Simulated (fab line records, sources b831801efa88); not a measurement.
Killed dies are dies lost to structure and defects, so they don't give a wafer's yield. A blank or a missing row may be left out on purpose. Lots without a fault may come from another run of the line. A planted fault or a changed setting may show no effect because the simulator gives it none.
Chamber matching | flow gf180mcu | GF_V2_ETCH_16 on rie_diel-02: 4 sister chambers
The step etches BARC in N2/H2. 8 wafers are shown with their chamber, then 7 later ones without.

WAFERS WITH THEIR CHAMBER
wafer  | chamber | drypump_motor_current_A (A) | throttle_valve_pct (%)
L510.1 | 3       | 5.1                         | 13.231
L512.5 | 0       | 5.0                         | 13.230
L513.6 | 3       | 5.1                         | 13.221
L525.2 | 1       | 5.7                         | 13.225
L525.4 | 0       | 5.0                         | 13.234
L525.6 | 2       | 5.5                         | 13.229
L526.3 | 1       | 5.7                         | 13.231
L526.4 | 2       | 5.6                         | 13.238

WAFERS WITHOUT THEIR CHAMBER
wafer  | drypump_motor_current_A (A) | throttle_valve_pct (%)
L526.6 | 5.5                         | 13.216
L528.1 | 5.1                         | 13.232
L528.2 | 5.7                         | 13.224
L528.3 | 5.0                         | 13.239
L529.4 | 5.0                         | 13.239
L529.5 | 5.0                         | 13.216
L529.6 | 5.7                         | 13.218

WHICH CHAMBER EACH WENT THROUGH
wafer  | from the rows above     | in truth
L526.6 | 2                       | 2
L528.1 | can't be placed: 3 or 0 | 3
L528.2 | 1                       | 1
L528.3 | 0                       | 0
L529.4 | 0                       | 0
L529.5 | can't be placed: 0 or 3 | 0
L529.6 | 1                       | 1
Placed correctly: 5 of 7. Can't be placed from these rows: 2 (the true chamber is among the candidates in 2). Placed wrongly: 0.
How it was worked out, from the rows above alone: a wafer's distance from a chamber is the root of the sum, over the readings, of the square of ((its reading less the chamber's mean) divided by the reading's scatter). The wafer belongs to the nearest chamber; if the next one is less than 2 further off, it can't be placed. A chamber's mean is the mean of its shown wafers. The scatter: the root of (the sum of the squares of (reading less its chamber's mean) over the shown wafers, divided by (wafers less chambers)).
